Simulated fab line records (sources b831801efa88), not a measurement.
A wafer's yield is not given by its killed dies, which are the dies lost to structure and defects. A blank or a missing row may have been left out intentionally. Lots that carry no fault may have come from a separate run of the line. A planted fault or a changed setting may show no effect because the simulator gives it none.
What tool caused it? | flow gf180mcu | 12 lots with 36 wafers sampled at 5 steps, on a route of 602 steps

## WHAT EACH GAUGE READ, for each wafer
GF_M2_OVL_MEAS_15. Usual: M2_OVL gives 3 nm (standard deviation 5.7).
lot  | measured     | on         | M2_OVL (nm) | flag
L905 | day 19 17:44 | overlay-01 | 12 4 10     |
L906 | day 20 14:26 | overlay-02 | 2 9 5       |
L907 | day 21 00:07 | overlay-02 | 1 7 -2      |
L909 | day 21 19:02 | overlay-02 | -9 3 -8     |
L910 | day 22 08:44 | overlay-01 | 7 -2 -3     |
L912 | day 22 18:26 | overlay-01 | -4 -5 5     |
L913 | day 23 04:18 | overlay-01 | -1 -3 0     |
L916 | day 24 04:29 | overlay-01 | -1 -4 3     |
L917 | day 24 06:23 | overlay-01 | 10 -1 2     |
L921 | day 25 10:52 | overlay-02 | -7 -4 -1    |
L922 | day 25 22:49 | overlay-01 | -1 -7 4     |
L924 | day 26 09:14 | overlay-01 | 9 5 10      |

GF_V2_THK_MEAS_01. Usual: V2_CVD_00_THK gives 597 nm (standard deviation 6.5).
lot  | measured     | on            | V2_CVD_00_THK (nm)      | flag
L905 | day 19 18:29 | film_metro-04 | 585 598 586             |
L906 | day 20 15:11 | film_metro-03 | 605 596 602             |
L907 | day 21 00:52 | film_metro-03 | 598 591 597             |
L909 | day 21 19:53 | film_metro-01 | 608 601 600             |
L910 | day 22 09:33 | film_metro-04 | 508 517 519 509 516 520 | OFF
L912 | day 22 19:19 | film_metro-04 | 515 519 513 515 520 512 | OFF
L913 | day 23 05:03 | film_metro-03 | 597 600 600             |
L916 | day 24 05:17 | film_metro-04 | 514 512 514 513 512 514 | OFF
L917 | day 24 07:08 | film_metro-01 | 511 510 514 510 510 513 | OFF
L921 | day 25 11:38 | film_metro-01 | 593 592 613             |
L922 | day 25 23:35 | film_metro-04 | 599 603 604             |
L924 | day 26 09:59 | film_metro-04 | 585 600 598             |

## TOOL THAT RAN EACH LOT (tool first, then ch and the chambers of the sampled wafers, then the start)
lot  | GF_V1_ETCH_16                      | GF_V1_CVD_23                  | GF_V2_CVD_00
L905 | rie_diel-01 ch 2,3, day 18 15:49   | cvd_w-01 ch 0,1, day 18 16:37 | hdpcvd-01 ch 0,1,2, day 19 18:25
L906 | rie_diel-03 ch 0,1,3, day 19 12:30 | cvd_w-01 ch 0,1, day 19 13:16 | hdpcvd-01 ch 0,2, day 20 15:07
L907 | rie_diel-01 ch 1,3, day 19 22:08   | cvd_w-01 ch 0,1, day 19 22:55 | hdpcvd-02 ch 0,1,2, day 21 00:47
L909 | rie_diel-01 ch 0,1,3, day 20 17:23 | cvd_w-02 ch 0,1, day 20 18:16 | hdpcvd-01 ch 0,1, day 21 19:49
L910 | rie_diel-01 ch 0,3, day 21 06:34   | cvd_w-01 ch 0,1, day 21 07:44 | hdpcvd-01 ch 0,1,2, day 22 09:29
L912 | rie_diel-03 ch 0,3, day 21 17:35   | cvd_w-01 ch 0,1, day 21 18:27 | hdpcvd-01 ch 0,1,2, day 22 19:14
L913 | rie_diel-03 ch 0,1, day 22 04:09   | cvd_w-02 ch 0, day 22 04:57   | hdpcvd-02 ch 1,2, day 23 04:58
L916 | rie_diel-03 ch 0,1, day 23 04:27   | cvd_w-01 ch 0,1, day 23 05:13 | hdpcvd-01 ch 1,2, day 24 05:13
L917 | rie_diel-04 ch 0,1,3, day 23 05:54 | cvd_w-02 ch 0,1, day 23 06:40 | hdpcvd-01 ch 0,1, day 24 07:04
L921 | rie_diel-04 ch 0,2,3, day 24 12:10 | cvd_w-02 ch 0,1, day 24 12:58 | hdpcvd-02 ch 0,2, day 25 11:34
L922 | rie_diel-04 ch 0,3, day 25 00:16   | cvd_w-01 ch 0,1, day 25 01:04 | hdpcvd-02 ch 1,2, day 25 23:30
L924 | rie_diel-04 ch 1,3, day 25 11:01   | cvd_w-02 ch 0,1, day 25 11:49 | hdpcvd-02 ch 0,1,2, day 26 09:55
- GF_V1_ETCH_16: etches BARC in N2/H2.
- GF_V1_CVD_23: deposits W, target thk 350 nm, time 105.05 s.
- GF_V2_CVD_00: deposits SiO2, target thk 600 nm, time 100 s.

## AS READ BY THE TOOLS THEMSELVES (means over the sampled wafers that have a number; for cases with no such wafer, the mark the record gives instead)
GF_V1_ETCH_16. Usual: drypump_motor_current_A 5.8 A, standard deviation 0.54; oes_product_au 0.855 a.u., standard deviation 0.0048; throttle_valve_pct 13.225 %, standard deviation 0.0099.
lot  | tool        | drypump_motor_current_A (A) | oes_product_au (a.u.) | throttle_valve_pct (%) | flag
L905 | rie_diel-01 | 5.2                         | 0.852                 | 13.215                 |
L906 | rie_diel-03 | 6.1                         | 0.857                 | 13.228                 |
L907 | rie_diel-01 | 5.9                         | 0.856                 | 13.230                 |
L909 | rie_diel-01 | 5.8                         | 0.861                 | 13.228                 |
L910 | rie_diel-01 | 6.0                         | 0.856                 | 13.219                 |
L912 | rie_diel-03 | 6.2                         | 0.850                 | 13.223                 |
L913 | rie_diel-03 | 5.9                         | 0.858                 | 13.226                 |
L916 | rie_diel-03 | 5.9                         | 0.857                 | 13.232                 |
L917 | rie_diel-04 | 6.0                         | 0.858                 | 13.224                 |
L921 | rie_diel-04 | 5.8                         | 0.855                 | 13.218                 |
L922 | rie_diel-04 | 5.6                         | 0.854                 | 13.227                 |
L924 | rie_diel-04 | 6.3                         | 0.852                 | 13.227                 |

GF_V1_CVD_23. Usual: heater_power_outer_w 553 W, standard deviation 16; heater_power_w 932 W, standard deviation 44.
lot  | tool     | heater_power_outer_w (W) | heater_power_w (W) | flag
L905 | cvd_w-01 | 537                      | 924                |
L906 | cvd_w-01 | 548                      | 945                |
L907 | cvd_w-01 | 545                      | 945                |
L909 | cvd_w-02 | 575                      | 947                |
L910 | cvd_w-01 | 545                      | 958                |
L912 | cvd_w-01 | 553                      | 938                |
L913 | cvd_w-02 | 576                      | 972                |
L916 | cvd_w-01 | 546                      | 944                |
L917 | cvd_w-02 | 555                      | 906                |
L921 | cvd_w-02 | 549                      | 903                |
L922 | cvd_w-01 | 554                      | 980                |
L924 | cvd_w-02 | 546                      | 921                |

## THE ANSWER, worked out from the rows above alone
Rule: a lot is off if the mean of its wafers that have a number lies more than 3 standard deviations from the usual mean. Also off: a lot with no number at a reading for which 4 or more lots have one. All remaining lots with rows at the step are treated as sound. First the gauges in route order, then the tools' own readings, where a lot's mean is used as printed above. The first step at which some lot is off is used, and at that step the reading that is off furthest; a lot without a number counts as furthest.
Off: L910, L912, L916, L917, at GF_V2_THK_MEAS_01 (V2_CVD_00_THK).
If a tool, at a process step before that reading, ran all the lots that are off and no sound lot after the first of them, it fits. Gauges at GF_V2_THK_MEAS_01: tried the same way as those tools. One fits: hdpcvd-01 at GF_V2_CVD_00. Its last sound lot is L909 (day 21 19:49), its first lot that is off L910 (day 22 09:29): a fault that began between those two fits.

## WHAT THE SIMULATOR HAD PUT IN
Site profile drift: hdpcvd-01, from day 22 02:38 on, at GF_V2_CVD_00. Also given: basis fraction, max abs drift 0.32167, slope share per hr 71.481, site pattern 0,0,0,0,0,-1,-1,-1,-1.
Struck lots among those shown: L910, L912, L916, L917. The rule above reached the same finding.
